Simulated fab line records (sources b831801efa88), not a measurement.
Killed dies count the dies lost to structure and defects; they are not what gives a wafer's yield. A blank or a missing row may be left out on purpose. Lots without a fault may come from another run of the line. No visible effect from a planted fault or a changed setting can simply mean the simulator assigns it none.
Comparing a struck lot with a sound one | flow sky130 | 22 steps out of a route of 708
Sound: the wafers L420.1, L420.2, L420.5. Wafers struck: L424.3, L424.5, L424.6. At the end, the cause is stated.
Each step with rows lists, per side, the tool, then ch with its chambers, then its first start. Under that, the readings that differ: sound wafers | struck wafers | difference of the means | sigmas: that difference in standard deviations of wafers without a fault.
alike: a reading whose means differ by less than 2 such deviations, as well as words and numbers matching on both sides. not compared: withheld readings; readings where some wafer has no value; bounds like >300 that might hide an equal value; numbers whose values overlap and for which the record gives no deviation.
The two part at a step that has a row with sigmas, a row that says differs or no value, or rows on one side only. Non-overlapping numbers with no deviation appear without sigmas and do not part them. Lack of a reading on every wafer of one side parts them only where that side has two or more wafers.

first, 4 steps without rows for these wafers: SKY_NWELL_SOFTBAKE_06; SKY_NWELL_EXPOSE_07 (exposes mask NWM, target cd 840 nm); SKY_NWELL_PEB_08; SKY_NWELL_DEVELOP_09 (develop time 60 s).
SKY_NWELL_OVL_MEAS_10:
  sound: overlay-02 at day 6 22:41; struck: overlay-01 at day 7 21:13
  alike: NWELL_00_OVL
then, 3 steps without rows for these wafers: SKY_NWELL_IMPLANT_11; SKY_NWELL_IMPLANT_12; SKY_NWELL_IMPLANT_13.
SKY_NWELL_STRIP_14: strips in O2/N2.
  sound on plasmaAsher-01 ch 0,1, day 6 23:11; struck on plasmaAsher-02 ch 0,1, day 7 21:43
  alike: drypumpMotorCurrentA, oesProductAu, stripTimeToEndpointS
  not compared: rfHoursCounterH
SKY_NWELL_TW_MEAS_15:
  sound: filmMetro-02 at day 6 23:17; struck: filmMetro-03 at day 7 21:49
  alike: NWELL_TW
then, 2 steps without rows for these wafers: SKY_NWELL_DEHYDRATE_16 (time 60 s); SKY_NWELL_HMDS_17 (prime time 60 s).
SKY_NWELL_COAT_18: resist thk 3000 nm.
  sound on lithoTrack-03 ch 0, day 7 09:22; struck on lithoTrack-02 ch 0, day 8 08:05
reading                                | sound          | struck         | difference | sigmas
model.coat_of_NWELL_COAT_18.thkNm (nm) | 3003 2998 3005 | 1901 1896 1902 | -1102      | 
  alike: resistLineTempC
then, 3 steps without rows for these wafers: SKY_NWELL_SOFTBAKE_19; SKY_NWELL_EXPOSE_20 (exposes mask NWM COMPLEMENT, target cd 840 nm); SKY_NWELL_PEB_21.
SKY_NWELL_DEVELOP_22: develop time 60 s.
  sound on lithoTrack-04 ch 0; struck on lithoTrack-04 ch 0
reading                                | sound          | struck         | difference | sigmas
model.coat_of_NWELL_COAT_18.thkNm (nm) | 2998 2993 3001 | 1897 1892 1898 | -1102      | 
  alike: resistLineTempC
SKY_NWELL_OVL_MEAS_23:
  sound: overlay-01 at day 7 19:09; struck: overlay-01 at day 8 18:52
  alike: NWELL_01_OVL
after that, 1 step had no rows for these wafers: SKY_NWELL_IMPLANT_24.
SKY_NWELL_STRIP_25: strips in O2/N2.
  sound on plasmaAsher-02 ch 0,1, day 7 19:20; struck on plasmaAsher-01 ch 0,1, day 8 19:04
reading                  | sound             | struck            | difference | sigmas
stripTimeToEndpointS (s) | 36.94 36.90 36.97 | 24.19 24.14 24.22 | -12.75     | -99 or more
  alike: drypumpMotorCurrentA, oesProductAu
  not compared: rfHoursCounterH
SKY_NWELL_TW_MEAS_26:
  sound: filmMetro-04 at day 7 19:26; struck: filmMetro-04 at day 8 19:10
  alike: NWELL_2_TW
-- the record jumps here: 41 days lie between the struck wafers' starts before and after (it left off in module NWELL and takes up again in module PAD_OPEN, whose first step shown is number 708 of the route) --
SKY_PAD_OPEN_PROBE_99:
  sound: prober-02 at day 48 11:38; struck: prober-02 at day 49 23:17
reading                              | sound                         | struck                        | difference | sigmas
model.etest.nfet_16v.rOnOhmUm        | 1.391e+04 1.383e+04 1.385e+04 | 1.456e+04 1.428e+04 1.445e+04 | +5.667e+02 | 
model.etest.resIsoPwell.widthNm (nm) | 2642 2638 2643                | 2734 2719 2731                | +87        | 
model.etest.resNwell.widthNm (nm)    | 830 834.1 839                 | 811.4 812.1 813               | -22.2      | 
model.etest.pfet_16v.driveUaUm       | 250.8 250.8 245.6             | 258.9 263.8 263.5             | +13.0      | 
  alike: killed_at_M0_to_M3, killed_at_M4_up, killedAtContacts, killedAtFrontEnd, killedAtOther, killedDies, killedOpen, killedShort

## WHERE THEY PART
Only at SKY_NWELL_STRIP_25, as far as this record shows. Later steps at which nothing parts them and some readings are alike: SKY_NWELL_TW_MEAS_26, SKY_PAD_OPEN_PROBE_99.

WHY: the cause the simulator had injected
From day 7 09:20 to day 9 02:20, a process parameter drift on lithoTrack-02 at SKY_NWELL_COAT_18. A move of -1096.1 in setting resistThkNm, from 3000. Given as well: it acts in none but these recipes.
